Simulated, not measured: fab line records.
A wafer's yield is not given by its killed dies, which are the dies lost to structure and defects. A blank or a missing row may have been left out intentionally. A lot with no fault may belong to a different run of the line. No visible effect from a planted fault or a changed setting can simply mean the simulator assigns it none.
Matching of chambers + flow gf180mcu + GF_V2_CVD_00 on hdpcvd-01 has 3 sister chambers
The step deposits SiO2, target thk 600 nm, time 100 s. 14 wafers are shown with their chamber, then 7 later ones without.

== WAFERS PAIRED WITH THEIR CHAMBERS ==
| wafer  | chamber | sih4_flow_sccm (sccm) |
|--------|---------|-----------------------|
| L532.3 | 0       | 59.97                 |
| L532.5 | 2       | 59.79                 |
| L532.6 | 1       | 60.12                 |
| L533.2 | 1       | 60.05                 |
| L533.4 | 0       | 60.16                 |
| L533.5 | 1       | 60.22                 |
| L536.2 | 1       | 60.02                 |
| L536.3 | 2       | 60.05                 |
| L536.5 | 1       | 59.96                 |
| L539.1 | 1       | 59.94                 |
| L539.2 | 2       | 59.97                 |
| L539.6 | 2       | 59.78                 |
| L540.2 | 1       | 60.32                 |
| L540.5 | 0       | 59.58                 |

SIGNATURES (means of the wafers above)
| reading        | chamber 0 | chamber 1 | chamber 2 | scatter within a chamber |
|----------------|-----------|-----------|-----------|--------------------------|
| sih4_flow_sccm | 59.9033   | 60.0900   | 59.8975   | 0.177                    |
Rule: a wafer's distance from a chamber is the root of the sum, over the readings, of the square of ((its reading less the chamber's mean) divided by the reading's scatter). If the next closest chamber is less than 2 further off than the closest, the wafer can't be placed; otherwise it belongs to the closest. How the scatter is found: for the shown wafers, subtract from each reading the mean of its chamber, square and add these, divide the total by (wafers less chambers), then take the root.

== WAFERS MISSING THEIR CHAMBER ==
| wafer  | sih4_flow_sccm (sccm) |
|--------|-----------------------|
| L540.6 | 60.05                 |
| L542.1 | 59.90                 |
| L542.2 | 59.75                 |
| L542.6 | 60.22                 |
| L543.1 | 60.08                 |
| L543.4 | 60.04                 |
| L543.6 | 59.64                 |

== WHICH CHAMBER EACH ONE RAN IN ==
| wafer  | from the rows above          | in truth |
|--------|------------------------------|----------|
| L540.6 | can't be placed: 1 or 0 or 2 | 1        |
| L542.1 | can't be placed: 2 or 0 or 1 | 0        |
| L542.2 | can't be placed: 2 or 0 or 1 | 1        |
| L542.6 | can't be placed: 1 or 0 or 2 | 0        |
| L543.1 | can't be placed: 1 or 0 or 2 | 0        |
| L543.4 | can't be placed: 1 or 0 or 2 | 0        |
| L543.6 | can't be placed: 2 or 0 or 1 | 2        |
Correctly placed: 0 of 7. Cannot be placed on the basis of these rows: 7; the candidates contain the true chamber in 7. 0 placed wrongly.
